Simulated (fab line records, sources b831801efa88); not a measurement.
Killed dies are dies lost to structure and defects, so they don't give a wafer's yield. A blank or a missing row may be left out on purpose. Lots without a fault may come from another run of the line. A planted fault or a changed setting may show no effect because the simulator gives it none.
One fault seen from 2 desks | flow gf180mcu | each desk has only its own numbers; what lay behind them comes last

THE TOOL OWNER'S DESK: iline_stepper-01
The tool's own readings at GF_NWELL_EXPOSE_04 (exposes mask Nwell, target cd 860 nm): means of the sampled wafers that have a number, for each lot that ran on this tool. A lot is out of limits, marked OUT, if its mean lies more than 4 standard deviations from the usual mean; the brackets give that distance.
Columns: A = exposure_dose_mJ_cm2 at GF_NWELL_EXPOSE_04, usual 259.98; B = reticle_temp_C at GF_NWELL_EXPOSE_04, usual 22.99 C
lot  | first seen here | A      | B
L102 | day 3 04:53     | 259.92 | 23.10
L108 | day 4 12:25     | 259.55 | 23.12
L117 | day 6 11:49     | 259.91 | 22.84
L123 | day 7 18:13     | 260.20 | 22.92
This desk's finding: nothing out of limits on any of the 4 lots.

THE METROLOGY DESK
What the gauges read, lot by lot, whatever tool the lot ran on: means of the sampled wafers that have a number. A lot is out of limits, marked OUT, if its mean lies more than 4 standard deviations from the usual mean; the brackets give that distance.
Columns: A = DNWELL_TW at GF_DNWELL_TW_MEAS_09, usual 1349; B = NWELL_OVL at GF_NWELL_OVL_MEAS_07, usual 1.0 nm; C = NWELL_TW at GF_NWELL_TW_MEAS_11, usual 1560; D = LVPWELL_OVL at GF_LVPWELL_OVL_MEAS_07, usual 0.0 nm; E = LVPWELL_TW at GF_LVPWELL_TW_MEAS_11, usual 555; F = MVSD_OVL at GF_MVSD_OVL_MEAS_07, usual 0.8 nm
lot  | first seen here | A    | B    | C    | D    | E   | F
L102 | day 2 22:51     | 1353 | 1.5  | 1569 | -0.5 | 551 | 0.9
L108 | day 4 04:51     | 1350 | -0.6 | 1551 | 0.4  | 560 | 1.5
L111 | day 4 18:17     | 1350 | 2.1  | 1581 | 0.1  | 553 | 2.0
L113 | day 5 06:59     | 1352 | 2.3  | 1550 | 0.0  | 551 | 2.4
L117 | day 6 03:42     | 1366 | 0.8  | 1567 | 2.0  | 549 | 0.6
L123 | day 7 10:11     | 1363 | 0.4  | 1543 | 0.2  | 561 | 1.8
This desk's finding: nothing out of limits on any of the 6 lots.

PUT TOGETHER
The tool owner's desk saw nothing out of limits.
The metrology desk saw nothing out of limits.

WHAT THE SIMULATOR HAD PUT IN
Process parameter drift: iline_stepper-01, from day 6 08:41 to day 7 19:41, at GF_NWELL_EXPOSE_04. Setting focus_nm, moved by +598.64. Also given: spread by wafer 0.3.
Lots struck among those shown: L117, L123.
